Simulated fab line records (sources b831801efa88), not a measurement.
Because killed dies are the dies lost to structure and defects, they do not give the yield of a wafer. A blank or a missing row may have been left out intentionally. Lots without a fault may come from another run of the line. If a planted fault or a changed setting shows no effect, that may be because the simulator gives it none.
Which tool is to blame?    flow sky130    Sampling: 11 lots, 33 wafers, 5 of 708 route steps

WHAT EACH GAUGE READ, for each wafer
SKY_METAL3_CD_MEAS_13: the cd target is 300 nm. Usual: cdNm at 299.8 nm, with a standard deviation of 1.9.
lot   measured      on        cdNm (nm)          flag
L779  day 38 08:07  cdSem-01  297.8 299.1 299.1  
L781  day 38 20:32  cdSem-01  298.8 297.9 298.7  
L784  day 39 18:23  cdSem-02  296.9 297.0 296.1  
L785  day 40 03:59  cdSem-01  303.1 303.5 303.5  
L786  day 40 16:34  cdSem-01  300.6 301.2 300.8  
L788  day 41 10:33  cdSem-01  297.0 295.9 296.0  
L796  day 43 14:14  cdSem-01  302.0 302.7 302.9  
L798  day 44 03:22  cdSem-01  299.5 300.2 301.0  
L799  day 44 03:41  cdSem-02  299.9 300.4 299.8  
L800  day 44 11:07  cdSem-01  299.0 300.3 298.8  
L802  day 45 01:38  cdSem-02  301.1 300.7 298.7  

SKY_VIA3_THK_MEAS_01. Usual: VIA3_HDPCVD_THK typically reads 1644 nm, with standard deviation 17.
lot   measured      on            VIA3_HDPCVD_THK (nm)           flag
L779  day 38 09:51  filmMetro-04  1643 1646 1652                 
L781  day 38 22:16  filmMetro-03  1608 1624 1616                 
L784  day 39 19:46  filmMetro-04  1640 1644 1647                 
L785  day 40 05:15  filmMetro-04  1694 1652 1675                 
L786  day 40 17:48  filmMetro-04  1661 1675 1648                 
L788  day 41 11:46  filmMetro-03  1735 1633 1678 1736 1632 1677  
L796  day 43 15:28  filmMetro-03  1691 1642 1649                 
L798  day 44 04:41  filmMetro-03  1651 1641 1633                 
L799  day 44 04:56  filmMetro-04  1657 1641 1652                 
L800  day 44 12:26  filmMetro-04  1640 1644 1631                 
L802  day 45 02:58  filmMetro-01  1635 1638 1602                 

SKY_VIA3_BOW_MEAS_03. Usual: VIA3_BOW typically reads 78 um, with standard deviation 7.8.
lot   measured      on            VIA3_BOW (um)  flag
L779  day 38 10:13  filmMetro-01  78 81 72       
L781  day 38 22:38  filmMetro-03  77 86 80       
L784  day 40 00:55  filmMetro-04  88 85 71       
L785  day 40 06:16  filmMetro-04  77 70 70       
L786  day 40 18:20  filmMetro-04  83 69 80       
L788  day 41 21:21  filmMetro-03  79 73 64       
L796  day 43 15:50  filmMetro-04  82 83 76       
L798  day 44 05:04  filmMetro-01  76 80 83       
L799  day 44 05:18  filmMetro-04  59 76 79       
L800  day 44 12:48  filmMetro-03  79 86 71       
L802  day 45 03:20  filmMetro-03  80 82 65       

TOOL THAT RAN EACH LOT (tool first, then ch and the chambers of the sampled wafers, then the start)
lot   SKY_METAL3_ETCH_17                 SKY_VIA3_HDPCVD_00
L779  rieDiel-02 ch 0,2,3, day 38 08:22  hdpcvd-02 ch 0,1, day 38 09:40
L781  rieDiel-04 ch 1,2,3, day 38 20:50  hdpcvd-01 ch 1,2, day 38 22:01
L784  rieDiel-02 ch 1,2,3, day 39 18:46  hdpcvd-02 ch 0,1,2, day 39 19:33
L785  rieDiel-04 ch 0,2,3, day 40 04:17  hdpcvd-02 ch 0,1,2, day 40 05:05
L786  rieDiel-02 ch 0,1,3, day 40 16:50  hdpcvd-02 ch 0,1, day 40 17:37
L788  rieDiel-02 ch 0,2,3, day 41 10:46  hdpcvd-02 ch 0,1,2, day 41 11:39
L796  rieDiel-02 ch 0,2,3, day 43 14:29  hdpcvd-01 ch 0,1,2, day 43 15:16
L798  rieDiel-02 ch 1,2, day 44 03:37    hdpcvd-02 ch 0,2, day 44 04:26
L799  rieDiel-04 ch 2,3, day 44 03:58    hdpcvd-01 ch 0,1,2, day 44 04:46
L800  rieDiel-04 ch 1,2,3, day 44 11:23  hdpcvd-01 ch 0,2, day 44 12:10
L802  rieDiel-02 ch 0,1,3, day 45 01:55  hdpcvd-02 ch 0,2, day 45 02:43
- SKY_METAL3_ETCH_17: etches SiO2 in C4F8/O2/Ar, stops on TiN, time 3.9 s, target depth 15 nm.
- SKY_VIA3_HDPCVD_00: deposits SiO2, target thk 1635 nm, time 272.5 s.

AS READ BY THE TOOLS THEMSELVES (means over the sampled wafers that have a number; for cases with no such wafer, the mark the record gives instead)
SKY_METAL3_ETCH_17. Usual: oesProductAu at 0.753 a.u., with a standard deviation of 0.0069.
lot   tool        oesProductAu (a.u.)  flag
L779  rieDiel-02  0.753                
L781  rieDiel-04  0.753                
L784  rieDiel-02  0.756                
L785  rieDiel-04  0.748                
L786  rieDiel-02  0.755                
L788  rieDiel-02  0.765                
L796  rieDiel-02  0.754                
L798  rieDiel-02  0.750                
L799  rieDiel-04  0.751                
L800  rieDiel-04  0.749                
L802  rieDiel-02  0.758                

SKY_VIA3_HDPCVD_00. Usual: runLengthS 300.4 s, standard deviation 0.38; susceptorTempC 399.97 C, standard deviation 0.24.
lot   tool       runLengthS (s)  susceptorTempC (C)  flag
L779  hdpcvd-02  300.0           399.80              
L781  hdpcvd-01  300.5           400.16              
L784  hdpcvd-02  300.1           400.20              
L785  hdpcvd-02  300.1           399.69              
L786  hdpcvd-02  300.1           399.83              
L788  hdpcvd-02  305.0           400.00              OFF
L796  hdpcvd-01  300.2           399.86              
L798  hdpcvd-02  300.2           400.09              
L799  hdpcvd-01  300.5           399.78              
L800  hdpcvd-01  300.4           399.80              
L802  hdpcvd-02  300.4           399.83              

THE ANSWER, worked out from the rows above alone
Rule: take the mean of a lot's wafers that have a number; if it is more than 3 standard deviations from the usual mean, the lot is off. A lot without any number at a reading at which 4 lots or more have one is off too. The other lots that the step has rows for count as sound. The gauges are gone through in route order, then the tools' own readings, and for those a lot's mean is taken as printed above. The first step at which some lot is off is used, and at that step the reading that is off furthest; a lot without a number counts as furthest.
Off: L788, at SKY_VIA3_HDPCVD_00 (runLengthS).
If a tool, at that step or one of the process steps before it, ran each lot that is off and ran no sound lot following the first of them, it fits. None of those tried fits.

WHAT THE SIMULATOR HAD INSERTED
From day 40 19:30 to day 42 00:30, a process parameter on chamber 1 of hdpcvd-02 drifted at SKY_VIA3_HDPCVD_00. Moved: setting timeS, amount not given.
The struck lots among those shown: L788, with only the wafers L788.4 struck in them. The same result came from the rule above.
